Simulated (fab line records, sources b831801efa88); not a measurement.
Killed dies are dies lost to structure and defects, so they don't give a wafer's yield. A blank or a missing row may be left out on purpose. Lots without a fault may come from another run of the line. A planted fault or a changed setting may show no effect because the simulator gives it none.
fab line records | flow sky130
record lots=7 wafers=21 last_day=50
route steps=708 shown LI_CONTACT@370 PAD_OPEN@708
lots that met no fault: from a run of the same line without faults
start_h: hours from the record's first day to the start of the lot's first wafer shown | wait_h: hours since the lot's step before | " the same as in the row above | L1.1+2: a row that stands for several wafers | - no value, or no start given | * or withheld: withheld | < > ~ a bound
route shown NAME@n: a module of which the file shows steps, and the number in the route of the first | usual: mean/standard deviation of fault-free wafers | same: alike in all rows | chamber/n: place in a boat | sites: the reading at each site | _std_site: their standard deviation | _edge_site: outer sites' mean less inner sites' | radius_mm: how far each site lies from the wafer's centre | mask NAME#n: copy n | behind: the tool/chamber that last shaped the wafer | hold: why the lot was held/for how many hours/how that ended | device: the transistor (n, p or np) that didn't switch | end of line: the same wafers' tests at the end of the route | a step without rows: its recipe alone | killed: dies lost to structure and defects at the first sort, not the wafer's yield | map: a wafer's dies, x killed, . not, _ none there
set.NAME: the setting as run; set.NAME@STEP: as run at that earlier step | model.NAME: the simulator's own value behind a step, which no gauge read
lots at some steps of the route; a table a step, a row a wafer
services: from which hour (start_h, from the record's first day; less than 0 if before it) a tool's chamber was out of use, for how many hours, and why
## steps
# step SKY_LI_CONTACT_SOFTBAKE_08
# recipe temp_c=100 time_s=90 resist=KrF-thick
# step SKY_LI_CONTACT_EXPOSE_09
# recipe mask_id=LICM1 na=0.8 source_shape=annular sigma_inner=0.55 sigma_outer=0.85 target_cd_nm=170 dose_mj=38
# step SKY_LI_CONTACT_PEB_10
# recipe peb_temp_c=withheld peb_time_s=withheld resist=KrF-thick
# step SKY_LI_CONTACT_DEVELOP_11
# recipe develop_time_s=60 resist=KrF-thick dev_temp_c=21
# step SKY_LI_CONTACT_CD_MEAS_12
# recipe target_cd_nm=170
# usual cd_nm=170.2/1.8
# columns lot.wafer tool chamber start_h wait_h cd_nm
L946.1 cd_sem-01 - 727.86 - 169.4
L946.4 " - " " 169.7
L946.5 " - " " 169.1
L954.2 cd_sem-02 - 792.12 - 169.4
L954.3 " - " " 168.2
L954.4 " - " " 168.5
L955.3 cd_sem-02 - 801.39 - 171.8
L955.5 " - " " 171.9
L955.6 " - " " 172.6
L956.1 cd_sem-01 - 812.78 - 167.7
L956.4 " - " " 168.3
L956.6 " - " " 169.3
L960.1 cd_sem-01 - 844.01 - 169.5
L960.2 " - " " 170.1
L960.6 " - " " 169.1
L961.1 cd_sem-02 - 846.71 - 167.1
L961.2 " - " " 167.9
L961.5 " - " " 169.3
L962.1 cd_sem-02 - 854.11 - 168.8
L962.3 " - " " 168.4
L962.4 " - " " 169.9
# step SKY_LI_CONTACT_OVL_MEAS_13
# usual LI_CONTACT_OVL=3/5.5
# columns lot.wafer tool chamber start_h wait_h LI_CONTACT_OVL[nm]
L946.1 overlay-02 - 727.98 0.1 -3
L946.4 " - " " 0
L946.5 " - " " -11
L954.2 overlay-02 - 792.23 0.1 3
L954.3 " - " " -2
L954.4 " - " " 5
L955.3 overlay-02 - 801.49 0.1 0
L955.5 " - " " 2
L955.6 " - " " -2
L956.1 overlay-01 - 812.90 0.1 5
L956.4 " - " " -1
L956.6 " - " " -3
L960.1 overlay-01 - 844.13 0.1 0
L960.2 " - " " 6
L960.6 " - " " 11
L961.1 overlay-02 - 846.83 0.1 12
L961.2 " - " " 3
L961.5 " - " " 6
L962.1 overlay-01 - 854.23 0.1 0
L962.3 " - " " -1
L962.4 " - " " -5
# step SKY_LI_CONTACT_ETCH_14
# recipe chemistry=N2/H2 target=BARC ion_energy_ev=200 source_w=500 bias_w=100 pressure_mtorr=30 n2_flow_sccm=100 h2_flow_sccm=200 stop_on=SiO2 time_s=45.9 target_depth_a=600
# usual chamber_pressure_mTorr=29.996/0.027 drypump_motor_current_A=5.7/0.4 oes_product_au=0.855/0.0045 throttle_valve_pct=13.225/0.0087
# columns lot.wafer tool chamber start_h wait_h chamber_pressure_mTorr drypump_motor_current_A oes_product_au rf_hours_counter_h throttle_valve_pct
L946.1 rie_diel-04 0 728.01 0.0 29.970 6.2 0.851 7 13.220
L946.4 " 3 " " 30.020 5.6 0.860 9 13.223
L946.5 " 2 " " 29.970 6.2 0.858 - 13.217
L954.2 rie_diel-03 2 792.26 0.0 29.970 6.1 0.849 3 13.231
L954.3 " 3 " " 29.995 5.6 0.851 9 13.231
L954.4 " 2 " " 30.030 6.0 0.852 - 13.225
L955.3 rie_diel-04 1 801.51 0.0 29.981 5.4 0.844 7 13.231
L955.5 " 1 " " 29.990 5.4 0.843 - 13.241
L955.6 " 0 " " 29.964 6.2 0.852 - 13.216
L956.1 rie_diel-04 0 812.94 0.0 29.994 6.2 0.856 9 13.229
L956.4 " 1 " " 30.033 5.4 0.849 7 13.211
L956.6 " 2 " " 29.971 6.1 0.858 - 13.215
L960.1 rie_diel-02 0 844.16 0.0 29.947 5.7 0.847 23 13.214
L960.2 " 2 " " 29.960 6.0 0.860 12 13.227
L960.6 " 2 " " 29.985 6.0 0.852 - 13.222
L961.1 rie_diel-04 1 846.86 0.0 30.004 5.4 0.859 8 13.225
L961.2 " 3 " " 29.975 5.6 0.857 12 13.237
L961.5 " 3 " " 29.984 5.6 0.856 - 13.225
L962.1 rie_diel-02 3 854.26 0.0 29.979 4.8 0.856 16 13.226
L962.3 " 2 " " 29.984 6.0 0.859 13 13.219
L962.4 " 0 " " 29.984 5.7 0.859 23 13.237
# step SKY_LI_CONTACT_ETCH_15
# recipe target=PSG chemistry=C4F8/O2/Ar stop_on=Si taper_deg=4.15 mask_material=KrF-thick source_w=1500 bias_w=1200 pressure_mtorr=40 c4f8_flow_sccm=withheld O2_flow_sccm=6 Ar_flow_sccm=300 time_s=withheld target_depth_a=6000
# usual chamber_pressure_mTorr=40.00/0.035 oes_product_au=0.837/0.0043
# columns lot.wafer tool chamber start_h wait_h chamber_pressure_mTorr oes_product_au
L946.1 rie_diel-04 0 728.06 0.0 40.03 0.845
L946.4 " 3 " " 39.96 0.833
L946.5 " 2 " " 40.04 0.832
L954.2 rie_diel-03 2 792.30 0.0 39.99 0.833
L954.3 " 3 " " 40.01 0.840
L954.4 " 2 " " 39.97 0.839
L955.3 rie_diel-04 1 801.55 0.0 40.02 0.844
L955.5 " 1 " " 39.96 0.835
L955.6 " 0 " " 40.00 0.838
L956.1 rie_diel-04 0 812.98 0.0 40.00 0.839
L956.4 " 1 " " 40.04 0.846
L956.6 " 2 " " 40.04 0.840
L960.1 rie_diel-02 0 844.21 0.0 40.02 0.830
L960.2 " 2 " " 39.99 0.828
L960.6 " 2 " " 39.96 0.840
L961.1 rie_diel-04 1 846.90 0.0 39.96 0.842
L961.2 " 3 " " 40.00 0.838
L961.5 " 3 " " 39.98 0.845
L962.1 rie_diel-02 3 854.30 0.0 40.01 0.837
L962.3 " 2 " " 39.98 0.840
L962.4 " 0 " " 40.00 0.838
# step SKY_LI_CONTACT_STRIP_16
# recipe chemistry=O2/N2 power_w=1400 pressure_mtorr=1500 platen_temp_c=withheld o2_flow_sccm=3000 n2_flow_sccm=300 overash_fraction=0.5
# usual chamber_pressure_mTorr=1500.0/1.5 drypump_motor_current_A=5.7/0.61 oes_product_au=0.376/0.0046 strip_time_to_endpoint_s=3.509/0.027
# columns lot.wafer tool chamber start_h wait_h chamber_pressure_mTorr drypump_motor_current_A oes_product_au rf_hours_counter_h strip_time_to_endpoint_s
L946.1 plasma_asher-02 0 728.14 - 1499.2 5.2 0.379 92 3.491
L946.4 " 0 " " 1496.6 5.3 0.376 - 3.473
L946.5 " 1 " " 1499.6 5.1 0.374 - 3.504
L954.2 plasma_asher-01 1 792.39 - 1500.7 5.8 0.369 69 3.514
L954.3 " 0 " " 1497.5 6.7 0.385 - 3.514
L954.4 " 1 " " 1497.9 5.8 0.373 - 3.528
L955.3 plasma_asher-01 0 801.67 - 1500.1 6.7 0.379 - 3.514
L955.5 " 1 " " 1498.6 5.8 0.375 - 3.522
L955.6 " 0 " " 1498.3 6.7 0.379 - 3.483
L956.1 plasma_asher-02 0 813.07 - 1502.4 5.3 0.377 102 3.462
L956.4 " 0 " " 1499.2 5.3 0.382 - 3.516
L956.6 " 0 " " 1500.4 5.3 0.375 - 3.474
L960.1 plasma_asher-01 1 844.29 - 1501.4 5.8 0.381 75 3.520
L960.2 " 0 " " 1500.6 6.7 0.380 75 3.542
L960.6 " 1 " " 1500.9 5.8 0.382 - 3.543
L961.1 plasma_asher-04 0 846.99 - 1499.1 5.7 0.369 5 3.519
L961.2 " 1 " " 1500.8 6.1 0.377 5 3.514
L961.5 " 1 " " 1501.7 6.0 0.387 - 3.531
L962.1 plasma_asher-02 1 854.39 - 1501.5 5.1 0.370 106 3.524
L962.3 " 1 " " 1499.6 5.0 0.376 - 3.576
L962.4 " 0 " " 1499.4 5.3 0.374 - 3.535
# step SKY_LI_CONTACT_CLEAN_17
# recipe chemistry=NMP time_s=600 temp_c=60 dry=n2_spin
# step SKY_LI_CONTACT_PRE_CLEAN_18
# recipe gas=Ar time_s=5.6 bias_v=358
# step SKY_LI_CONTACT_SPUTTER_19
# recipe material=Ti target_thk_nm=20 chamber_pressure_pa=5 power_w=2500 substrate_temp_c=200 time_s=106.37
# usual cathode_dc_power_W=2500.0/0.49 chamber_pressure_pa=4.999/0.0093 throttle_valve_pct=29.7/0.66
# columns lot.wafer tool chamber start_h wait_h cathode_dc_power_W chamber_pressure_pa throttle_valve_pct
L946.1 pvd_sputter-01 - 728.44 0.0 2500.0 4.993 29.8
L946.4 " - " " 2500.4 5.010 29.1
L946.5 " - " " 2498.8 5.009 28.6
L954.2 pvd_sputter-03 - 792.68 0.0 2500.3 5.000 28.8
L954.3 " - " " 2499.7 4.994 28.9
L954.4 " - " " 2499.7 5.000 30.2
L955.3 pvd_sputter-02 - 801.93 0.0 2499.3 5.001 30.1
L955.5 " - " " 2499.9 4.991 30.5
L955.6 " - " " 2500.3 5.002 29.5
L956.1 pvd_sputter-01 - 813.38 0.0 2500.4 4.996 28.8
L956.4 " - " " 2500.3 4.993 29.0
L956.6 " - " " 2499.9 4.987 29.9
L960.1 pvd_sputter-03 - 844.59 0.0 2500.5 4.992 29.8
L960.2 " - " " 2500.1 5.003 30.5
L960.6 " - " " 2499.7 4.989 30.0
L961.1 pvd_sputter-03 - 847.28 0.0 2500.7 4.999 30.0
L961.2 " - " " 2499.8 4.996 28.9
L961.5 " - " " 2500.1 4.996 29.9
L962.1 pvd_sputter-03 - 854.68 0.0 2499.8 4.990 28.9
L962.3 " - " " 2500.1 4.982 30.3
L962.4 " - " " 2500.2 5.000 29.8
# step SKY_LI_CONTACT_SPUTTER_20
# recipe material=TiN target_thk_nm=20 chamber_pressure_pa=5 power_w=4000 time_s=80
# usual cathode_dc_power_W=4000.1/0.72 chamber_pressure_pa=5.000/0.0091 throttle_valve_pct=29.7/0.65
# columns lot.wafer tool chamber start_h wait_h cathode_dc_power_W chamber_pressure_pa throttle_valve_pct
L946.1 pvd_sputter-01 - 728.51 0.0 4000.0 5.014 29.3
L946.4 " - " " 3999.2 5.007 29.1
L946.5 " - " " 4000.2 5.003 28.7
L954.2 pvd_sputter-03 - 792.76 0.0 - - -
L954.3 " - " " - - -
L954.4 " - " " - - -
L955.3 pvd_sputter-02 - 802.01 0.0 - - -
L955.5 " - " " - - -
L955.6 " - " " - - -
L956.1 pvd_sputter-01 - 813.45 0.0 - - -
L956.4 " - " " - - -
L956.6 " - " " - - -
L960.1 pvd_sputter-03 - 844.66 0.0 3999.9 5.017 29.9
L960.2 " - " " 4000.7 4.987 30.5
L960.6 " - " " 4001.1 5.001 29.9
L961.1 pvd_sputter-03 - 847.36 0.0 3998.7 5.003 29.8
L961.2 " - " " 4000.3 5.005 28.9
L961.5 " - " " 3999.4 5.014 30.0
L962.1 pvd_sputter-03 - 854.76 0.0 3999.5 5.001 28.7
L962.3 " - " " 4000.7 5.010 30.2
L962.4 " - " " 4001.2 4.994 30.1
# step SKY_LI_CONTACT_CVD_21
# recipe material=W target_thk_nm=400 time_s=120.56 temp_c=400 pressure_torr=40
# usual heater_power_w=767/45
# columns lot.wafer tool chamber start_h wait_h heater_power_w
L946.1 cvd_w-01 0 728.57 0.0 797
L946.4 " 0 " " 775
L946.5 " 1 " " 681
L954.2 cvd_w-02 0 792.82 0.0 814
L954.3 " 1 " " 778
L954.4 " 0 " " 836
L955.3 cvd_w-01 0 802.11 0.1 801
L955.5 " 1 " " 706
L955.6 " 0 " " 779
L956.1 cvd_w-02 1 813.51 0.0 779
L956.4 " 1 " " 769
L956.6 " 1 " " 762
L960.1 cvd_w-02 1 844.72 0.0 792
L960.2 " 0 " " 812
L960.6 " 1 " " 759
L961.1 cvd_w-02 1 847.42 0.0 756
L961.2 " 0 " " 833
L961.5 " 0 " " 825
L962.1 cvd_w-02 0 854.82 0.0 812
L962.3 " 0 " " 824
L962.4 " 1 " " 772
# step SKY_PAD_OPEN_PROBE_99
# usual killed_at_M0_to_M3=44/7.2 killed_at_M4_up=2.9/1.8 killed_at_contacts=24/5.6 killed_at_front_end=15/4.2 killed_at_other=0.4/0.71 killed_dies=86/9.2 killed_on_rim=16/3.6 killed_open=47/7.2 killed_short=39/5.7
# same gross_dies=492 killed_at_back_side=0
# columns lot.wafer tool chamber start_h wait_h hold killed_at_M0_to_M3 killed_at_M4_up killed_at_contacts killed_at_front_end killed_at_other killed_dies killed_on_rim killed_open killed_short
L946.1 prober-01 - 1113.61 0.1 - 36 4 20 13 0 73 14 41 32
L946.4 prober-01 - 1113.76 0.2 - 43 2 30 11 1 87 15 40 47
L946.5 prober-01 - 1113.81 0.2 - 31 1 34 22 1 89 14 54 35
L954.2 prober-02 - 1163.58 0.1 await_dispo/1.7h/scrap 43 2 430 17 0 492 96 51 42
L954.3 prober-02 - 1163.63 0.2 await_dispo/1.7h/scrap 44 4 429 15 0 492 96 54 35
L954.4 prober-02 - 1163.68 0.2 await_dispo/1.7h/scrap 39 3 434 16 0 492 96 46 37
L955.3 prober-01 - 1166.97 0.2 await_dispo/2.5h/scrap 41 4 432 15 0 492 96 41 38
L955.5 prober-01 - 1167.07 0.2 await_dispo/2.5h/scrap 54 3 423 12 0 492 96 53 36
L955.6 prober-01 - 1167.12 0.2 await_dispo/2.5h/scrap 46 2 427 17 0 492 96 38 43
L956.1 prober-02 - 1172.83 0.1 await_dispo/2.6h/scrap 48 0 432 11 1 492 96 41 39
L956.4 prober-02 - 1172.98 0.2 await_dispo/2.6h/scrap 50 4 430 8 0 492 96 44 38
L956.6 prober-02 - 1173.08 0.2 await_dispo/2.6h/scrap 49 3 421 19 0 492 96 47 48
L960.1 prober-02 - 1195.63 0.1 - 49 0 18 18 1 86 13 51 35
L960.2 prober-02 - 1195.68 0.1 - 43 0 15 17 1 76 17 41 34
L960.6 prober-02 - 1195.88 0.2 - 56 5 15 12 1 89 16 44 44
L961.1 prober-01 - 1197.13 0.1 - 32 2 26 14 0 74 19 35 38
L961.2 prober-01 - 1197.18 0.1 - 40 3 15 15 1 74 9 35 39
L961.5 prober-01 - 1197.33 0.2 - 29 0 27 11 0 67 9 36 30
L962.1 prober-01 - 1200.18 0.1 - 37 4 22 16 0 79 13 38 40
L962.3 prober-01 - 1200.28 0.2 - 47 3 19 18 0 87 19 45 41
L962.4 prober-01 - 1200.33 0.2 - 35 4 21 11 1 72 18 41 29
# killed by level:class
L946.1 LI_CONTACT:geometric_particle:open=8 VIA1:geometric_particle:short=8 CONTACT:geometric_particle:open=8 VIA1:geometric_particle:open=6 METAL1:geometric_particle:short=4 VIA2:geometric_particle:open=4 FIELD_ISO:geometric_particle:short=3 POLY_GATE:geometric_particle:open=3
L946.4 VIA1:geometric_particle:open=11 CONTACT:geometric_particle:open=10 LOCAL_INTERCONNECT:geometric_particle:short=7 METAL1:geometric_particle:short=7 VIA3:geometric_particle:open=6 CONTACT:geometric_particle:short=5 METAL2:geometric_particle:short=5 FIELD_ISO:geometric_particle:short=4
L946.5 CONTACT:geometric_particle:open=10 LI_CONTACT:geometric_particle:open=9 VIA2:geometric_particle:open=8 VIA1:geometric_particle:open=7 FIELD_ISO:geometric_particle:short=6 LI_CONTACT:geometric_particle:short=6 FIELD_ISO:geometric_particle:open=5 CONTACT:geometric_particle:short=5
L954.2 LI_CONTACT:area_sputter=396 LI_CONTACT:geometric_particle:open=10 CONTACT:geometric_particle:open=9 FIELD_ISO:geometric_particle:open=8 CONTACT:geometric_particle:short=8 VIA1:geometric_particle:open=8 VIA1:geometric_particle:short=7 VIA3:geometric_particle:open=7
L954.3 LI_CONTACT:area_sputter=401 CONTACT:geometric_particle:open=11 LI_CONTACT:geometric_particle:open=10 VIA1:geometric_particle:open=10 VIA3:geometric_particle:open=9 POLY_GATE:geometric_particle:short=5 VIA1:geometric_particle:short=5 METAL1:geometric_particle:short=4
L954.4 LI_CONTACT:area_sputter=405 VIA1:geometric_particle:open=13 LI_CONTACT:geometric_particle:open=10 CONTACT:geometric_particle:open=10 FIELD_ISO:geometric_particle:short=6 VIA1:geometric_particle:short=5 FIELD_ISO:geometric_particle:open=4 CONTACT:geometric_particle:short=4
L955.3 LI_CONTACT:area_sputter=409 VIA2:geometric_particle:open=8 VIA1:geometric_particle:open=6 CONTACT:geometric_particle:open=6 FIELD_ISO:geometric_particle:open=5 VIA3:geometric_particle:open=5 LOCAL_INTERCONNECT:geometric_particle:short=5 METAL2:geometric_particle:short=5
L955.5 LI_CONTACT:area_sputter=401 VIA1:geometric_particle:open=14 VIA1:geometric_particle:short=9 VIA2:geometric_particle:open=8 LI_CONTACT:geometric_particle:open=8 METAL2:geometric_particle:short=7 POLY_GATE:geometric_particle:open=5 CONTACT:geometric_particle:open=5
L955.6 LI_CONTACT:area_sputter=408 VIA1:geometric_particle:open=10 VIA1:geometric_particle:short=10 METAL2:geometric_particle:short=6 LOCAL_INTERCONNECT:geometric_particle:short=5 CONTACT:geometric_particle:open=5 METAL3:geometric_particle:short=5 FIELD_ISO:geometric_particle:short=4
L956.1 LI_CONTACT:area_sputter=410 VIA1:geometric_particle:open=10 METAL1:geometric_particle:short=9 VIA1:geometric_particle:short=9 CONTACT:geometric_particle:open=7 LI_CONTACT:geometric_particle:open=6 VIA2:geometric_particle:open=6 LI_CONTACT:geometric_particle:short=4
L956.4 LI_CONTACT:area_sputter=409 VIA1:geometric_particle:open=16 VIA2:geometric_particle:open=8 CONTACT:geometric_particle:open=6 CONTACT:geometric_particle:short=5 FIELD_ISO:geometric_particle:short=4 LI_CONTACT:geometric_particle:open=4 VIA1:geometric_particle:short=4
L956.6 LI_CONTACT:area_sputter=394 VIA1:geometric_particle:open=18 FIELD_ISO:geometric_particle:open=8 METAL2:geometric_particle:short=8 CONTACT:geometric_particle:open=8 CONTACT:geometric_particle:short=6 LI_CONTACT:geometric_particle:short=4 METAL1:geometric_particle:short=4
L960.1 VIA1:geometric_particle:open=11 VIA1:geometric_particle:short=10 VIA2:geometric_particle:open=9 FIELD_ISO:geometric_particle:open=7 CONTACT:geometric_particle:open=7 VIA3:geometric_particle:open=7 CONTACT:geometric_particle:short=5 METAL2:geometric_particle:short=5
L960.2 VIA1:geometric_particle:open=12 VIA1:geometric_particle:short=9 CONTACT:geometric_particle:open=7 VIA2:geometric_particle:open=6 POLY_CUT:geometric_particle:short=5 METAL2:geometric_particle:short=5 POLY_GATE:geometric_particle:open=3 LI_CONTACT:geometric_particle:open=3
L960.6 VIA1:geometric_particle:open=15 METAL3:geometric_particle:short=7 VIA2:geometric_particle:open=7 METAL1:geometric_particle:short=6 VIA1:geometric_particle:short=6 VIA3:geometric_particle:open=6 LI_CONTACT:geometric_particle:open=5 CONTACT:geometric_particle:open=5
L961.1 CONTACT:geometric_particle:open=11 VIA2:geometric_particle:open=8 CONTACT:geometric_particle:short=5 METAL1:geometric_particle:short=5 METAL2:geometric_particle:short=4 LI_CONTACT:geometric_particle:short=4 LI_CONTACT:geometric_particle:open=4 VIA3:geometric_particle:open=4
L961.2 VIA1:geometric_particle:open=7 FIELD_ISO:geometric_particle:short=5 METAL2:geometric_particle:short=5 CONTACT:geometric_particle:short=5 VIA3:geometric_particle:open=5 VIA1:geometric_particle:short=5 FIELD_ISO:geometric_particle:open=4 POLY_GATE:geometric_particle:open=4
L961.5 LI_CONTACT:geometric_particle:open=8 CONTACT:geometric_particle:open=6 VIA2:geometric_particle:open=5 LOCAL_INTERCONNECT:geometric_particle:short=5 VIA3:geometric_particle:open=5 CONTACT:geometric_particle:short=4 METAL1:geometric_particle:short=4 VIA1:geometric_particle:short=4
L962.1 VIA1:geometric_particle:open=7 CONTACT:geometric_particle:short=6 CONTACT:geometric_particle:open=6 VIA1:geometric_particle:short=6 LI_CONTACT:geometric_particle:open=5 METAL1:geometric_particle:short=5 LOCAL_INTERCONNECT:geometric_particle:short=4 METAL2:geometric_particle:short=4
L962.3 VIA1:geometric_particle:open=13 CONTACT:geometric_particle:open=8 VIA2:geometric_particle:open=8 METAL1:geometric_particle:short=7 METAL2:geometric_particle:short=7 FIELD_ISO:geometric_particle:short=6 FIELD_ISO:geometric_particle:open=5 CONTACT:geometric_particle:short=4
L962.4 VIA1:geometric_particle:open=7 CONTACT:geometric_particle:open=7 METAL1:geometric_particle:open=5 VIA3:geometric_particle:open=5 POLY_GATE:geometric_particle:open=4 LI_CONTACT:geometric_particle:open=4 LOCAL_INTERCONNECT:geometric_particle:short=4 VIA1:geometric_particle:short=4
# map L954.2 (x killed, . not)
__________xxxxxxxxxx_________
________xxxxxxxxxxxxxx_______
______xxxxxxxxxxxxxxxxxx_____
_____xxxxxxxxxxxxxxxxxxxx____
____xxxxxxxxxxxxxxxxxxxxxx___
___xxxxxxxxxxxxxxxxxxxxxxxx__
__xxxxxxxxxxxxxxxxxxxxxxxxxx_
_xxxxxxxxxxxxxxxxxxxxxxxxxxxx
_xxxxxxxxxxxxxxxxxxxxxxxxxxxx
_xxxxxxxxxxxxxxxxxxxxxxxxxxxx
_xxxxxxxxxxxxxxxxxxxxxxxxxxxx
_xxxxxxxxxxxxxxxxxxxxxxxxxxxx
_xxxxxxxxxxxxxxxxxxxxxxxxxxxx
_xxxxxxxxxxxxxxxxxxxxxxxxxxxx
_xxxxxxxxxxxxxxxxxxxxxxxxxxxx
__xxxxxxxxxxxxxxxxxxxxxxxxxx_
___xxxxxxxxxxxxxxxxxxxxxxxx__
____xxxxxxxxxxxxxxxxxxxxxx___
_____xxxxxxxxxxxxxxxxxxxx____
______xxxxxxxxxxxxxxxxxx_____
________xxxxxxxxxxxxxx_______
__________xxxxxxxxxx_________
# map L955.3 (x killed, . not)
__________xxxxxxxxxx_________
________xxxxxxxxxxxxxx_______
______xxxxxxxxxxxxxxxxxx_____
_____xxxxxxxxxxxxxxxxxxxx____
____xxxxxxxxxxxxxxxxxxxxxx___
___xxxxxxxxxxxxxxxxxxxxxxxx__
__xxxxxxxxxxxxxxxxxxxxxxxxxx_
_xxxxxxxxxxxxxxxxxxxxxxxxxxxx
_xxxxxxxxxxxxxxxxxxxxxxxxxxxx
_xxxxxxxxxxxxxxxxxxxxxxxxxxxx
_xxxxxxxxxxxxxxxxxxxxxxxxxxxx
_xxxxxxxxxxxxxxxxxxxxxxxxxxxx
_xxxxxxxxxxxxxxxxxxxxxxxxxxxx
_xxxxxxxxxxxxxxxxxxxxxxxxxxxx
_xxxxxxxxxxxxxxxxxxxxxxxxxxxx
__xxxxxxxxxxxxxxxxxxxxxxxxxx_
___xxxxxxxxxxxxxxxxxxxxxxxx__
____xxxxxxxxxxxxxxxxxxxxxx___
_____xxxxxxxxxxxxxxxxxxxx____
______xxxxxxxxxxxxxxxxxx_____
________xxxxxxxxxxxxxx_______
__________xxxxxxxxxx_________
## services
# columns tool chamber start_h hours kind
rie_diel-04 0 713.39 4.2 repair
pvd_sputter-01 - 716.26 9.7 repair
plasma_asher-04 - 733.75 9.0 pm
rie_diel-03 3 738.70 3.9 repair
plasma_asher-02 - 743.40 3.0 repair
cvd_w-01 - 747.34 0.3 repair
rie_diel-02 0 748.40 12.2 repair
pvd_sputter-01 - 749.28 1.8 repair
plasma_asher-04 - 765.51 37.2 repair
plasma_asher-04 - 775.08 2.7 repair
rie_diel-02 1 782.98 27.2 repair
rie_diel-02 3 801.54 3.1 repair
plasma_asher-04 - 802.75 14.6 pm
rie_diel-04 1 807.44 2.5 repair
rie_diel-03 - 827.42 0.1 repair
plasma_asher-02 - 827.59 0.6 repair
rie_diel-03 2 841.86 17.4 repair
rie_diel-03 1 842.99 7.9 repair
pvd_sputter-02 - 844.33 19.4 repair
rie_diel-03 3 848.03 4.3 repair
pvd_sputter-01 - 850.76 3.4 repair
rie_diel-04 3 853.60 5.3 repair
pvd_sputter-03 - 853.92 0.7 repair
pvd_sputter-02 - 854.44 0.8 repair
## key
first_sign step=SKY_LI_CONTACT_SPUTTER_20 reading=tool_record direction=missing
effect step=SKY_PAD_OPEN_PROBE_99 reading=killed_at_contacts direction=up sigmas=72 usual=24 struck=429
more_kills_born_at SKY_LI_CONTACT_SPUTTER_20@pvd_sputter-02=1215 SKY_LI_CONTACT_SPUTTER_20@pvd_sputter-01=1212 SKY_LI_CONTACT_SPUTTER_20@pvd_sputter-03=1193
met_at SKY_LI_CONTACT_SPUTTER_20
struck_wafers L954.2,L954.3,L954.4,L955.3,L955.5,L955.6,L956.1,L956.4,L956.6
later_rows_left_out L954.2,L954.3,L954.4,L955.3,L955.5,L955.6,L956.1,L956.4,L956.6
tester_left_out L954,L955,L956
onset_between 728.51 792.76
fault kind=skipped_step_whole tool=pvd_sputter-01,pvd_sputter-02,pvd_sputter-03 chamber=- onset_h=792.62 steps=SKY_LI_CONTACT_SPUTTER_20 scope=struck_lots_only
# tester_left_out: of these lots the tester's yield and bins aren't shown, on N5 and GAA mostly nor the transistor test; their killed dies are dies lost to structure and defects alone, not to doping, threshold or leakage, so they don't give the yield
# later_rows_left_out: the simulator's readings of these wafers behind a module that went badly wrong aren't trusted and aren't shown, but for the sort
